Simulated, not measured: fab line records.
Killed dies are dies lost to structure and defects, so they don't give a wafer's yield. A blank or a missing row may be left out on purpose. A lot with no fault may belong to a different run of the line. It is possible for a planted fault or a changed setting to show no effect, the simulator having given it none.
Chamber matching -- flow sky130 -- cmp-02 running SKY_VIA3_CMP_02: 4 sister chambers
The step polishes SiO2. 8 wafers are shown with their chamber, then 7 later ones without.

## EACH WAFER AND ITS CHAMBER
wafer,chamber,motorCurrentA (A),retainingRingPressureFrac
L901.5,3,12.5,0.999
L902.1,0,12.7,1.000
L902.2,3,12.5,0.990
L908.5,2,12.0,1.002
L915.1,2,11.7,1.008
L915.6,1,12.3,1.000
L919.2,0,12.2,1.002
L919.3,1,12.2,0.994

## WAFERS WHOSE CHAMBER IS MISSING
wafer,motorCurrentA (A),retainingRingPressureFrac
L919.4,11.5,1.006
L920.4,11.8,0.989
L920.5,12.8,1.004
L920.6,11.8,0.998
L922.2,13.0,1.001
L922.3,11.9,1.006
L922.6,12.1,1.001

## CHAMBER TAKEN BY EACH
wafer,from the rows above,in truth
L919.4,2,2
L920.4,can't be placed: 1 or 3 or 2 or 0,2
L920.5,can't be placed: 0 or 3 or 1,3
L920.6,can't be placed: 2 or 1 or 0 or 3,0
L922.2,can't be placed: 0 or 3 or 1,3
L922.3,2,2
L922.6,can't be placed: 1 or 2 or 0 or 3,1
Placed correctly: 2 of 7. Unplaceable from these rows: 5, with the true chamber sitting among the candidates in 5. Number placed wrongly: 0.
How it was worked out, from the rows above alone: a wafer's distance from a chamber is the root of the sum, over the readings, of the square of ((its reading less the chamber's mean) divided by the reading's scatter). If the next closest chamber is less than 2 further off than the closest, the wafer can't be placed; otherwise it belongs to the closest. A chamber's mean is the mean of its shown wafers. The scatter: the root of (the sum of the squares of (reading less its chamber's mean) over the shown wafers, divided by (wafers less chambers)).
